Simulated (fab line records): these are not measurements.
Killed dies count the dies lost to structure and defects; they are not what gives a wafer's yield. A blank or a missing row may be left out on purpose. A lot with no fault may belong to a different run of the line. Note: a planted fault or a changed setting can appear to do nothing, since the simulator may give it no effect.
A struck lot beside a sound one / flow sky130 / 15 steps out of a route of 708
Sound: the wafers L295.1, L295.2, L295.3. The struck wafers were L311.2, L311.3, L311.5. The cause comes at the end.
Each step with rows lists, per side, the tool, then ch with its chambers, then its first start. Under that, the readings that differ: sound wafers / struck wafers / difference of the means / sigmas: that difference in standard deviations of wafers without a fault.
alike: a reading whose means differ by less than 2 such deviations, as well as words and numbers matching on both sides. not compared: withheld readings; readings where some wafer has no value; bounds like >300 that might hide an equal value; numbers whose values overlap and for which the record gives no deviation.
A row with sigmas, a row that says differs or no value, or rows on one side alone: a step with any of these is where the two part. Non-overlapping numbers with no deviation appear without sigmas and do not part them. A reading that every wafer of one side lacks parts them only if that side has two wafers or more.

SKY_FIELD_ISO_BOW_MEAS_00:
  struck on film metro-02, day 5 19:01; sound on film metro-04, day 2 11:00
  alike: INCOMING_BOW
then, 1 step without rows for these wafers: SKY_FIELD_ISO_OXIDATION_01 (stabilise 600 s, purge 300 s, target thk 12 nm).
SKY_FIELD_ISO_THK_MEAS_02:
  struck on film metro-04, day 5 20:38; sound on film metro-04, day 2 19:25
  alike: FIELD_ISO_OXIDATION_00_THK
then, 1 step without rows for these wafers: SKY_FIELD_ISO_CVD_03 (deposits Si3N4 from DCS/NH3, target thk 165 nm, time 2830 s).
SKY_FIELD_ISO_THK_MEAS_04:
  struck on film metro-04, day 5 23:28; sound on film metro-01, day 2 21:16
  alike: FIELD_ISO_CVD_03_THK
then, 7 steps without rows for these wafers: SKY_FIELD_ISO_DEHYDRATE_05 (time 60 s); SKY_FIELD_ISO_HMDS_06 (prime time 60 s); SKY_FIELD_ISO_COAT_07 (resist thk 60 nm); SKY_FIELD_ISO_COAT_08 (resist thk 450 nm); SKY_FIELD_ISO_SOFTBAKE_09 (time 90 s); SKY_FIELD_ISO_EXPOSE_10 (exposes mask FOM, target cd 150 nm); SKY_FIELD_ISO_PEB_11.
SKY_FIELD_ISO_DEVELOP_12: develop time 60 s.
  sound on litho track-02 ch 0, day 3 12:00; struck on litho track-01 ch 0, day 6 18:00
reading=chill plate temp C (C); sound=23.07 23.20 23.33; struck=23.03 22.89 22.86; difference=-0.27; sigmas=-3
reading=developer temp C (C); sound=21.21 21.07 21.09; struck=20.19 20.17 20.10; difference=-0.97; sigmas=-8
SKY_FIELD_ISO_CD_MEAS_13: target cd 150 nm.
  struck on cd sem-01, day 6 18:22; sound on cd sem-01, day 3 12:25
  alike: cd nm
-- a jump in the record: the struck wafers' starts before and after are 44 days apart (it breaks off in module FIELD_ISO and resumes in module PAD_OPEN, where the first step shown is number 708 of the route) --
SKY_PAD_OPEN_PROBE_99:
  struck on prober-01, day 51 06:07; sound on prober-02, day 46 23:35
  alike: killed_at_M0_to_M3, killed_at_M4_up, killed at contacts, killed at front end, killed at other, killed dies, killed open, killed short

## WHERE THEY PART
Only at SKY_FIELD_ISO_DEVELOP_12, as far as this record shows. Later steps at which nothing parts them and some readings are alike: SKY_FIELD_ISO_CD_MEAS_13, SKY_PAD_OPEN_PROBE_99.

WHY: what the simulator had put in
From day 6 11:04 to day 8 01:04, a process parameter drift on litho track-01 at SKY_FIELD_ISO_DEVELOP_12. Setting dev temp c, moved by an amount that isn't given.
